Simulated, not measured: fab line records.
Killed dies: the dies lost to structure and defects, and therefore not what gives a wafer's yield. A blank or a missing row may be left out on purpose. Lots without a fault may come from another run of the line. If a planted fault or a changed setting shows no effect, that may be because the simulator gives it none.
Which of the tools did it?	flow gf180mcu	72 wafers from 24 lots sampled at 4 of the route's 602 steps

WHAT THE GAUGES READ, wafer by wafer
GF_V2_THK_MEAS_03.
lot	measured	on	V2_CVD_02_THK (nm)
L074	day 19 03:37	film-metro-04	842 842 851
L075	day 19 08:02	film-metro-02	868 851 858
L076	day 20 01:17	film-metro-03	838 834 855
L077	day 20 11:44	film-metro-03	840 840 836
L078	day 20 16:15	film-metro-02	827 858 837
L079	day 21 03:33	film-metro-02	834 830 852
L080	day 21 11:25	film-metro-04	830 849 842
L081	day 21 22:10	film-metro-04	829 832 856
L082	day 22 10:49	film-metro-04	828 829 850
L083	day 22 22:28	film-metro-04	842 852 841
L085	day 23 13:50	film-metro-03	874 867 874
L084	day 23 14:23	film-metro-03	839 846 843
L086	day 23 20:43	film-metro-02	847 847 857
L087	day 24 01:01	film-metro-03	836 850 842
L088	day 24 14:55	film-metro-04	851 837 854
L089	day 25 05:05	film-metro-03	849 854 871
L090	day 25 09:44	film-metro-04	855 834 835
L091	day 25 14:43	film-metro-04	816 849 846
L092	day 25 20:23	film-metro-02	844 825 853
L093	day 26 03:49	film-metro-02	848 831 859
L094	day 26 07:19	film-metro-04	829 864 872
L095	day 26 20:38	film-metro-02	828 842 846
L096	day 26 21:55	film-metro-02	834 842 864
L097	day 27 02:40	film-metro-04	832 857 862

GF_V2_CD_MEAS_14 targets a cd of 260 nm.
lot	measured	on	cd-nm (nm)
L074	day 20 04:45	cd-sem-02	258.9 260.1 259.9
L075	day 20 08:41	cd-sem-02	259.6 260.4 260.2
L076	day 21 01:27	cd-sem-02	258.8 258.9 260.3
L077	day 21 12:34	cd-sem-01	258.4 259.0 258.1
L078	day 21 16:25	cd-sem-01	261.0 259.4 259.7
L079	day 22 03:32	cd-sem-01	262.9 262.8 262.8
L080	day 22 12:52	cd-sem-01	260.1 258.8 260.3
L081	day 22 21:47	cd-sem-02	262.5 262.5 261.7
L082	day 23 10:16	cd-sem-02	261.5 261.6 261.0
L083	day 23 21:27	cd-sem-01	259.8 259.1 260.1
L085	day 24 12:13	cd-sem-02	259.6 260.6 259.4
L084	day 24 13:23	cd-sem-01	261.5 260.3 259.6
L086	day 24 19:43	cd-sem-02	260.3 260.2 259.0
L087	day 24 23:57	cd-sem-02	261.8 259.5 260.9
L088	day 25 12:46	cd-sem-02	261.4 259.8 260.0
L089	day 26 02:59	cd-sem-01	260.3 260.6 261.2
L090	day 26 07:06	cd-sem-01	258.2 258.8 259.4
L091	day 26 12:34	cd-sem-02	258.7 259.8 259.4
L092	day 26 17:36	cd-sem-02	259.2 258.5 258.2
L093	day 27 01:14	cd-sem-02	259.6 259.7 259.0
L094	day 27 04:41	cd-sem-01	258.0 259.3 258.7
L095	day 27 16:55	cd-sem-01	258.4 259.1 259.6
L096	day 27 17:52	cd-sem-02	259.5 259.9 260.2
L097	day 27 23:37	cd-sem-01	260.8 260.0 261.1

WHICH TOOL RAN EACH LOT (tool, then ch and the chambers of the sampled wafers, then the start)
lot	GF_M1_METAL_ETCH_16	GF_M1_STRIP_17
L074	rie-metal-01 ch 0,1, day 17 00:15	plasma-asher-01 ch 0,1, day 17 00:23
L075	rie-metal-02 ch 0,1, day 17 04:55	plasma-asher-02 ch 0,1, day 17 05:02
L076	rie-metal-03 ch 0,1, day 17 20:26	plasma-asher-02 ch 0,1, day 17 20:34
L077	rie-metal-01 ch 0,1, day 18 06:47	plasma-asher-03 ch 0,1, day 18 06:55
L078	rie-metal-01 ch 0,1, day 18 12:17	plasma-asher-01 ch 0,1, day 18 12:25
L079	rie-metal-03 ch 0, day 18 22:18	plasma-asher-03 ch 0,1, day 18 22:26
L080	rie-metal-01 ch 0, day 19 07:54	plasma-asher-02 ch 0,1, day 19 08:02
L081	rie-metal-01 ch 0,1, day 19 18:31	plasma-asher-01 ch 0,1, day 19 18:38
L082	rie-metal-01 ch 0,1, day 20 06:12	plasma-asher-03 ch 0,1, day 20 06:20
L083	rie-metal-03 ch 0,1, day 20 19:55	plasma-asher-03 ch 0,1, day 20 20:02
L085	rie-metal-01 ch 0,1, day 21 08:26	plasma-asher-01 ch 0,1, day 21 08:34
L084	rie-metal-02 ch 0,1, day 21 09:26	plasma-asher-01 ch 0,1, day 21 09:33
L086	rie-metal-01 ch 0,1, day 21 16:35	plasma-asher-03 ch 0,1, day 21 16:42
L087	rie-metal-01 ch 0,1, day 21 22:33	plasma-asher-02 ch 0,1, day 21 22:41
L088	rie-metal-02 ch 0,1, day 22 13:11	plasma-asher-03 ch 0,1, day 22 13:21
L089	rie-metal-02 ch 0, day 23 03:47	plasma-asher-03 ch 0,1, day 23 04:00
L090	rie-metal-02 ch 0, day 23 08:34	plasma-asher-02 ch 0,1, day 23 08:50
L091	rie-metal-01 ch 0,1, day 23 13:52	plasma-asher-01 ch 0,1, day 23 14:00
L092	rie-metal-01 ch 0,1, day 23 20:07	plasma-asher-03 ch 0,1, day 23 20:15
L093	rie-metal-02 ch 0,1, day 24 04:07	plasma-asher-01 ch 0,1, day 24 04:15
L094	rie-metal-01 ch 0,1, day 24 07:58	plasma-asher-01 ch 0,1, day 24 08:06
L095	rie-metal-03 ch 0,1, day 24 22:00	plasma-asher-01 ch 0,1, day 24 22:08
L096	rie-metal-01 ch 0,1, day 25 00:18	plasma-asher-01 ch 0,1, day 25 00:26
L097	rie-metal-03 ch 0, day 25 04:51	plasma-asher-03 ch 0,1, day 25 04:59
- GF_M1_METAL_ETCH_16: etches the open film in Cl2/BCl3, stops on SiO2, target depth 750.8 nm, time 125.1 s.
- GF_M1_STRIP_17: strips in O2/N2.

WHAT THE TOOLS THEMSELVES READ (means of the sampled wafers that have a number; where no wafer has one, the mark that the record gives instead)
GF_M1_METAL_ETCH_16.
lot	tool	bcl3-flow-sccm (sccm)	drypump-motor-current-A (A)	mfc-cl2-sccm (sccm)	oes-product-au (a.u.)	throttle-valve-pct (%)
L074	rie-metal-01	40.12	6.2	80.03	0.977	28.240
L075	rie-metal-02	40.12	5.3	80.39	0.983	28.238
L076	rie-metal-03	40.03	5.7	79.99	0.990	28.232
L077	rie-metal-01	40.10	6.2	79.93	0.987	28.236
L078	rie-metal-01	39.99	6.2	80.29	0.983	28.227
L079	rie-metal-03	39.89	5.4	80.17	1.001	28.222
L080	rie-metal-01	39.90	6.5	79.70	0.986	28.235
L081	rie-metal-01	39.96	5.9	79.91	0.988	28.225
L082	rie-metal-01	40.07	5.9	79.97	0.989	28.228
L083	rie-metal-03	39.97	5.7	80.17	0.988	28.231
L085	rie-metal-01	39.94	5.9	79.90	0.986	28.238
L084	rie-metal-02	40.02	5.5	79.77	0.992	28.242
L086	rie-metal-01	40.09	6.2	80.07	0.987	28.228
L087	rie-metal-01	40.12	5.9	80.16	0.981	28.239
L088	rie-metal-02	39.96	5.3	80.14	0.987	28.238
L089	rie-metal-02	39.74	5.7	79.78	0.986	28.232
L090	rie-metal-02	40.04	5.7	80.13	0.990	28.230
L091	rie-metal-01	39.92	5.9	79.91	0.980	28.241
L092	rie-metal-01	40.01	6.2	79.91	0.989	28.231
L093	rie-metal-02	39.97	5.5	79.66	0.983	28.226
L094	rie-metal-01	39.99	5.9	80.07	0.985	28.234
L095	rie-metal-03	40.07	5.5	80.01	0.987	28.230
L096	rie-metal-01	39.96	6.3	79.84	0.988	28.234
L097	rie-metal-03	40.03	5.4	80.08	0.992	28.223

GF_M1_STRIP_17.
lot	tool	drypump-motor-current-A (A)	heater-power-w (W)	oes-product-au (a.u.)	strip-time-to-endpoint-s (s)
L074	plasma-asher-01	6.09	325	0.539	7.48
L075	plasma-asher-02	6.02	304	0.537	7.40
L076	plasma-asher-02	6.01	308	0.536	7.38
L077	plasma-asher-03	5.46	345	0.536	7.40
L078	plasma-asher-01	6.06	322	0.540	7.43
L079	plasma-asher-03	5.45	312	0.537	7.30
L080	plasma-asher-02	5.97	331	0.538	7.44
L081	plasma-asher-01	6.11	321	0.539	7.46
L082	plasma-asher-03	5.47	347	0.541	7.43
L083	plasma-asher-03	5.48	345	0.539	7.39
L085	plasma-asher-01	6.04	319	0.538	7.47
L084	plasma-asher-01	6.09	323	0.541	7.44
L086	plasma-asher-03	5.48	313	0.540	7.41
L087	plasma-asher-02	5.98	331	0.538	7.49
L088	plasma-asher-03	5.46	340	0.538	7.44
L089	plasma-asher-03	5.47	344	0.540	7.42
L090	plasma-asher-02	6.02	309	0.542	7.46
L091	plasma-asher-01	6.04	321	0.541	7.48
L092	plasma-asher-03	5.46	307	0.536	7.40
L093	plasma-asher-01	6.05	318	0.535	7.45
L094	plasma-asher-01	6.05	319	0.543	7.45
L095	plasma-asher-01	6.05	321	0.534	7.36
L096	plasma-asher-01	6.09	322	0.538	7.47
L097	plasma-asher-03	5.47	346	0.541	7.39

THE ANSWER, worked out from the rows above alone
Rule: what is usual is taken from the lots themselves. Put in order of their means at a reading, lots are off if they are a third of the lots or fewer, leave a main group of 4 or more, and stand apart from it by a gap of 3 or more times the standard deviation of the main group's means; of several such gaps the widest counts. The tables above print the reading to a certain number of digits; a main group whose means all agree to those digits is not used. A lot without any number at a reading at which 4 lots or more have one is off too. The other lots that the step has rows for count as sound. After the gauges, taken in route order, come the tools' own readings; for these a lot's mean is taken, as printed above. The first step at which some lot is off is used, and at that step the reading that is off furthest; a lot without a number counts as furthest.
No lot is off on any of the readings shown, so nothing can be concluded from this.

WHAT THE SIMULATOR HAD INSERTED
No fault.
